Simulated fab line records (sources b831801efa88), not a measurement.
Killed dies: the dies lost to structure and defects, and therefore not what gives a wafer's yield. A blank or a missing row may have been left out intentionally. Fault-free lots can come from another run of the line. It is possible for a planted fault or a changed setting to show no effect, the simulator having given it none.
Which tool was responsible? -- flow sky130 -- Sampling: 14 lots, 42 wafers, 4 of 708 route steps

== WHAT THE GAUGES SHOWED, per wafer ==
SKY_SD_N_TW_MEAS_12.
lot,measured,on,SD_N_TW
L312,day 27 16:05,film_metro-01,4005 4014 3994
L313,day 27 16:49,film_metro-04,3968 3982 3961
L314,day 28 05:02,film_metro-04,3957 3975 3999
L315,day 28 08:56,film_metro-04,3963 3969 3955
L316,day 28 14:04,film_metro-01,4013 4001 3986
L317,day 29 02:01,film_metro-01,4019 4013 4025
L318,day 29 10:44,film_metro-04,4026 4010 4024
L319,day 30 11:02,film_metro-01,3998 3996 3993
L325,day 32 14:29,film_metro-04,3985 4001 3994
L326,day 32 18:44,film_metro-02,3990 3990 3991
L328,day 33 12:56,film_metro-02,3962 3971 3970
L331,day 33 19:46,film_metro-04,3987 3991 3996
L333,day 34 12:23,film_metro-01,4000 3979 3995
L335,day 35 02:58,film_metro-02,4010 4007 4017

SKY_LI_CONTACT_RS_MEAS_22: a four-point-probe measurement.
lot,measured,on,LI_CONTACT_W_RS (ohm/sq)
L312,day 28 22:52,film_metro-01,0.288 0.294 0.293
L313,day 28 23:34,film_metro-04,0.282 0.286 0.283
L314,day 29 13:11,film_metro-01,0.285 0.285 0.284
L315,day 29 16:56,film_metro-02,0.292 0.291 0.286
L316,day 29 21:20,film_metro-01,0.288 0.295 0.289
L317,day 30 09:28,film_metro-02,0.287 0.290 0.293
L318,day 30 17:45,film_metro-02,0.290 0.293 0.290
L319,day 31 17:08,film_metro-04,0.285 0.286 0.286
L325,day 33 20:56,film_metro-04,0.287 0.286 0.289
L326,day 34 01:11,film_metro-01,0.288 0.286 0.290
L328,day 34 17:07,film_metro-04,0.289 0.289 0.290
L331,day 34 23:58,film_metro-02,0.283 0.284 0.285
L333,day 35 16:07,film_metro-02,0.286 0.282 0.288
L335,day 36 07:07,film_metro-02,0.286 0.288 0.290

SKY_LOCAL_INTERCONNECT_RS_MEAS_01: a four-point-probe measurement.
lot,measured,on,LOCAL_INTERCONNECT_TIN_RS (ohm/sq)
L312,day 28 23:24,film_metro-03,14.16 14.11 13.87
L313,day 29 00:06,film_metro-02,14.43 14.44 14.45
L314,day 29 13:44,film_metro-02,14.31 14.54 14.37
L315,day 29 17:29,film_metro-03,14.30 14.22 14.10
L316,day 29 21:52,film_metro-02,13.98 13.86 14.16
L317,day 30 10:35,film_metro-03,13.86 14.15 14.06
L318,day 30 18:17,film_metro-02,14.53 14.17 14.47
L319,day 31 17:40,film_metro-03,13.91 13.99 14.03
L325,day 33 21:29,film_metro-02,14.24 14.19 14.59
L326,day 34 01:43,film_metro-01,14.03 13.96 14.01
L328,day 34 17:40,film_metro-01,14.31 14.24 14.18
L331,day 35 00:31,film_metro-03,14.16 14.26 14.23
L333,day 35 16:39,film_metro-01,14.30 14.08 14.24
L335,day 36 07:40,film_metro-01,14.24 14.26 14.35

== TOOL THAT RAN EACH LOT (tool first, then ch and the chambers of the sampled wafers, then the start) ==
lot,SKY_SD_N_RTA_14
L312,"rtp_anneal-01 ch 0, day 27 16:11"
L313,"rtp_anneal-02 ch 0, day 27 16:59"
L314,"rtp_anneal-01 ch 0, day 28 05:09"
L315,"rtp_anneal-02 ch 0, day 28 09:03"
L316,"rtp_anneal-01 ch 0, day 28 14:11"
L317,"rtp_anneal-02 ch 0, day 29 02:07"
L318,"rtp_anneal-01 ch 0, day 29 10:51"
L319,"rtp_anneal-02 ch 0, day 30 11:08"
L325,"rtp_anneal-01 ch 0, day 32 14:35"
L326,"rtp_anneal-01 ch 0, day 32 18:50"
L328,"rtp_anneal-02 ch 0, day 33 13:02"
L331,"rtp_anneal-02 ch 0, day 33 19:53"
L333,"rtp_anneal-02 ch 0, day 34 12:29"
L335,"rtp_anneal-02 ch 0, day 35 03:05"
- SKY_SD_N_RTA_14: time 2 s.

== AS READ BY THE TOOLS THEMSELVES (means over the sampled wafers that have a number; for cases with no such wafer, the mark the record gives instead) ==
SKY_SD_N_RTA_14.
lot,tool,lamp_power_pct (%),ramp_up_c_per_s,wafer_temp_C_max
L312,rtp_anneal-01,15.70,149.99,1077.8
L313,rtp_anneal-02,15.73,149.96,1078.5
L314,rtp_anneal-01,15.78,150.01,1077.2
L315,rtp_anneal-02,15.74,150.00,1079.3
L316,rtp_anneal-01,15.74,149.99,1077.7
L317,rtp_anneal-02,15.75,149.99,1077.3
L318,rtp_anneal-01,15.72,150.00,1079.2
L319,rtp_anneal-02,15.72,149.99,1077.6
L325,rtp_anneal-01,15.74,45.02,1079.2
L326,rtp_anneal-01,15.75,44.99,1079.1
L328,rtp_anneal-02,15.73,149.99,1078.3
L331,rtp_anneal-02,15.71,150.01,1077.1
L333,rtp_anneal-02,15.71,150.00,1079.2
L335,rtp_anneal-02,15.75,150.03,1078.4

== THE ANSWER, worked out from the rows above alone ==
Rule: what is usual is taken from the lots themselves. The widest of any qualifying gaps counts: lots, ordered by their means at a reading, are off when they make up no more than a third of the lots, leave a main group of 4 or more, and stand apart from it by 3 or more times the standard deviation of that group's means. The tables above print the reading to a certain number of digits; a main group whose means all agree to those digits is not used. A lot without any number at a reading at which 4 lots or more have one is off too. All remaining lots with rows at the step are treated as sound. After the gauges, taken in route order, come the tools' own readings; for these a lot's mean is taken, as printed above. At the first step where some lot is off, the reading lying furthest off is the one used; lots without a number count as furthest.
Off: L325, L326 (SKY_SD_N_RTA_14, ramp_up_c_per_s). The main group: mean 150.00, standard deviation 0.016.
If a tool, at that step or one of the process steps before it, ran each lot that is off and ran no sound lot following the first of them, it fits. One fits: SKY_SD_N_RTA_14 on rtp_anneal-01. A fault onset in the window from L318 (day 29 10:51, its last sound lot) to L325 (day 32 14:35, its first lot off) fits.
On the lots that are off, the tool's own readings at SKY_SD_N_RTA_14 differ by more than 5 times the standard deviation of the sound lots' means, which bears it out; ramp_up_c_per_s reads 45.01 there versus 150.00 on the sound lots.

== WHAT HAD BEEN PUT IN BY THE SIMULATOR ==
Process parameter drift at SKY_SD_N_RTA_14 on rtp_anneal-01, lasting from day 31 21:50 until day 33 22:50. Setting ramp_up_c_per_s, moved by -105, from 150. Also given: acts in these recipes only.
Lots struck among those shown: L325, L326. The rule above found the same.
